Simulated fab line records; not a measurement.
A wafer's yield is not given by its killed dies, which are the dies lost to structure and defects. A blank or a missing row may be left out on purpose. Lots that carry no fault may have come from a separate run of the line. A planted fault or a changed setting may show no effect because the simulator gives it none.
Which of the tools did it?    flow sfq line    route of 325 steps, sampled at 1 step: 14 lots, 42 wafers

WHAT EACH GAUGE READ, for each wafer
The record lacks any reading of a measuring or inspecting step that a usual standard deviation could be used to judge.

TOOL THAT RAN EACH LOT (tool first, then ch and the chambers of the sampled wafers, then the start)
lot   SFQ_TRILAYER_I3_VIA_LITHO_EXPOSE_086
L176  krf scanner-02 ch 0, day 41 19:28
L177  krf scanner-02 ch 0, day 42 23:04
L183  krf scanner-02, day 46 08:40
L184  krf scanner-02, day 46 19:44
L185  krf scanner-02 ch 0, day 46 23:08
L188  krf scanner-02 ch 0, day 48 02:44
L189  krf scanner-02 ch 0, day 48 08:44
L192  krf scanner-01 ch 0, day 49 17:08
L193  krf scanner-02 ch 0, day 49 18:28
L194  krf scanner-02 ch 0, day 51 05:11
L195  krf scanner-02 ch 0, day 53 02:53
L196  krf scanner-02 ch 0, day 53 05:05
L198  krf scanner-02 ch 0, day 53 08:53
L199  krf scanner-02 ch 0, day 53 11:05
- SFQ_TRILAYER_I3_VIA_LITHO_EXPOSE_086: exposes mask I3, target cd 500 nm.

WHAT THE TOOLS THEMSELVES READ (means of the sampled wafers that have a number; where no wafer has one, the mark that the record gives instead)
SFQ_TRILAYER_I3_VIA_LITHO_EXPOSE_086.
lot   tool            exposure dose mJ cm2  focus offset nm (nm)
L176  krf scanner-02  21.296                0.1
L177  krf scanner-02  21.286                0.3
L183  krf scanner-02  -                     -
L184  krf scanner-02  -                     -
L185  krf scanner-02  21.288                0.1
L188  krf scanner-02  21.343                -0.3
L189  krf scanner-02  21.318                0.5
L192  krf scanner-01  21.280                0.2
L193  krf scanner-02  21.307                -0.4
L194  krf scanner-02  21.307                0.2
L195  krf scanner-02  21.290                -0.3
L196  krf scanner-02  21.277                0.5
L198  krf scanner-02  21.293                0.7
L199  krf scanner-02  21.298                0.2

THE ANSWER, worked out from the rows above alone
Rule: the usual values come from the lots themselves. The widest of any qualifying gaps counts: lots, ordered by their means at a reading, are off when they make up no more than a third of the lots, leave a main group of 4 or more, and stand apart from it by 3 or more times the standard deviation of that group's means. A main group is skipped when, at the precision printed for the reading in the tables above, its means are all equal. A lot without any number at a reading at which 4 lots or more have one is off too. All remaining lots with rows at the step are treated as sound. After the gauges, taken in route order, come the tools' own readings; for these a lot's mean is taken, as printed above. The first step at which some lot is off is used, and at that step the reading that is off furthest; a lot without a number counts as furthest.
Off: L183, L184 (SFQ_TRILAYER_I3_VIA_LITHO_EXPOSE_086, exposure dose mJ cm2). Without a number there: L183, L184. For the main group the mean is 21.299 and the standard deviation 0.018.
If a tool, at that step or one of the process steps before it, ran each lot that is off and ran no sound lot following the first of them, it fits. No candidate that was tried fits.

WHAT WAS PUT IN BY THE SIMULATOR
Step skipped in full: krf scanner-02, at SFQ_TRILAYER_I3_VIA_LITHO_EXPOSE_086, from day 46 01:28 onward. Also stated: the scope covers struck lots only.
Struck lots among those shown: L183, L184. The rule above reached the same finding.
